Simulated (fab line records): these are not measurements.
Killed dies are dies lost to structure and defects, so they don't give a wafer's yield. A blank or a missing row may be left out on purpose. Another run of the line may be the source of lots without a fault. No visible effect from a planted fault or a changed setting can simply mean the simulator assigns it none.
A lot that was struck, set against a sound lot	flow sky130	17 steps out of a route of 708
Sound: the wafers L402.2, L402.3, L402.4. Wafers L412.2, L412.3, L412.6 were the ones struck. Last of all comes the cause.
For every step that has rows: the tool of each side, followed by ch and its chambers, followed by its first start. Under that, the readings that differ: sound wafers	struck wafers	difference of the means	sigmas: that difference in standard deviations of wafers without a fault.
alike: readings whose means differ by less than 2 such deviations, and words and numbers that are the same on both sides. not compared: withheld readings, readings that some wafer has no value for, bounds like >300 that may hide the same value, and numbers for which the record gives no deviation and whose values overlap.
The two part at a step that has a row with sigmas, a row that says differs or no value, or rows on one side only. When numbers do not overlap yet have no deviation, they are printed without sigmas and do not part them. A reading missing from all wafers of one side parts the sides only when that side holds two or more wafers.

SKY_VT_ADJUST_LVTN_OVL_MEAS_07:
  sound: overlay-01 at day 8 01:00; struck: overlay-02 at day 10 14:45
  alike: VT_ADJUST_LVTN_OVL
after that, 1 step had no rows for these wafers: SKY_VT_ADJUST_LVTN_IMPLANT_08.
SKY_VT_ADJUST_LVTN_STRIP_09: strips in O2/N2.
  sound on plasmaAsher-03 ch 0,1, day 8 01:11; struck on plasmaAsher-04 ch 1, day 10 14:56
  alike: drypumpMotorCurrentA, oesProductAu, stripTimeToEndpointS
  not compared: rfHoursCounterH
SKY_VT_ADJUST_LVTN_TW_MEAS_10:
  sound: filmMetro-02 at day 8 01:17; struck: filmMetro-01 at day 10 15:02
  alike: VT_ADJUST_LVTN_TW
then, 7 steps without rows for these wafers: SKY_VT_ADJUST_LVTN_DEHYDRATE_11 (time 60 s); SKY_VT_ADJUST_LVTN_HMDS_12 (prime time 60 s); SKY_VT_ADJUST_LVTN_COAT_13 (resist thk 1140 nm); SKY_VT_ADJUST_LVTN_SOFTBAKE_14 (time 60 s); SKY_VT_ADJUST_LVTN_EXPOSE_15 (exposes mask HVN STD DERIVED, target cd 600 nm); SKY_VT_ADJUST_LVTN_PEB_16; SKY_VT_ADJUST_LVTN_DEVELOP_17 (develop time 60 s).
SKY_VT_ADJUST_LVTN_OVL_MEAS_18:
  sound: overlay-02 at day 8 21:37; struck: overlay-02 at day 11 14:19
  alike: VT_ADJUST_LVTN_01_OVL
SKY_VT_ADJUST_LVTN_IMPLANT_19:
  sound on implanter-01 ch 0, day 8 21:41; struck on implanter-03 ch 0, day 11 15:31
SKY_VT_ADJUST_LVTN_STRIP_20: strips in O2/N2.
  sound on plasmaAsher-03 ch 0,1, day 8 21:48; struck on plasmaAsher-04 ch 0, day 11 15:47
  alike: drypumpMotorCurrentA, oesProductAu, stripTimeToEndpointS
  not compared: rfHoursCounterH
SKY_VT_ADJUST_LVTN_TW_MEAS_21:
  sound: filmMetro-04 at day 8 21:55; struck: filmMetro-04 at day 11 15:53
reading	sound	struck	difference	sigmas
VT_ADJUST_LVTN_2_TW	188.8 188.2 188.5	230.9 230.6 230.9	+42.3	+18
then, 1 step without rows for these wafers: SKY_VT_ADJUST_NCORE_DEHYDRATE_00 (time 60 s).
-- a jump in the record: the struck wafers' starts before and after are 38 days apart (it breaks off in module VT_ADJUST_NCORE and resumes in module PAD_OPEN, where the first step shown is number 708 of the route) --
SKY_PAD_OPEN_PROBE_99:
  sound: prober-02 at day 47 15:30; struck: prober-02 at day 49 23:26
reading	sound	struck	difference	sigmas
model.etest.pfet_16v.rOnOhmUm	1.545e+04 1.534e+04 1.528e+04	1.47e+04 1.483e+04 1.464e+04	-6.33e+02	
model.etest.resPwellUnderGate.rsOhmSq	2282 2284 2284	2166 2152 2164	-123	
model.etest.tip_n_5v.rsOhmSq	1389 1388 1393	1436 1459 1437	+54	
model.etest.nfetG5v0d10v5.rOnOhmUm	1888 1885 1892	1926 1920 1900	+27	
model.etest.nfetG5v0d10v5.driveUaUm	603.1 607.5 607	585.4 583.7 589.5	-19.7	
model.etest.nfet_16v.driveUaUm	221.3 224.4 224.8	211.4 210.2 214.4	-11.5	
model.etest.pfet_16v.driveUaUm	241.9 237.8 242.3	257.8 255 258.8	+16.5	
  alike: killed_at_M0_to_M3, killed_at_M4_up, killedAtContacts, killedAtFrontEnd, killedAtOther, killedDies, killedOpen, killedShort
  not compared: model.etest.nfet_16v.rOnOhmUm

== WHERE THEY PART ==
SKY_VT_ADJUST_LVTN_TW_MEAS_21 only, going by this record. Later steps at which nothing parts them and some readings are alike: SKY_PAD_OPEN_PROBE_99.

WHY: the cause the simulator had injected
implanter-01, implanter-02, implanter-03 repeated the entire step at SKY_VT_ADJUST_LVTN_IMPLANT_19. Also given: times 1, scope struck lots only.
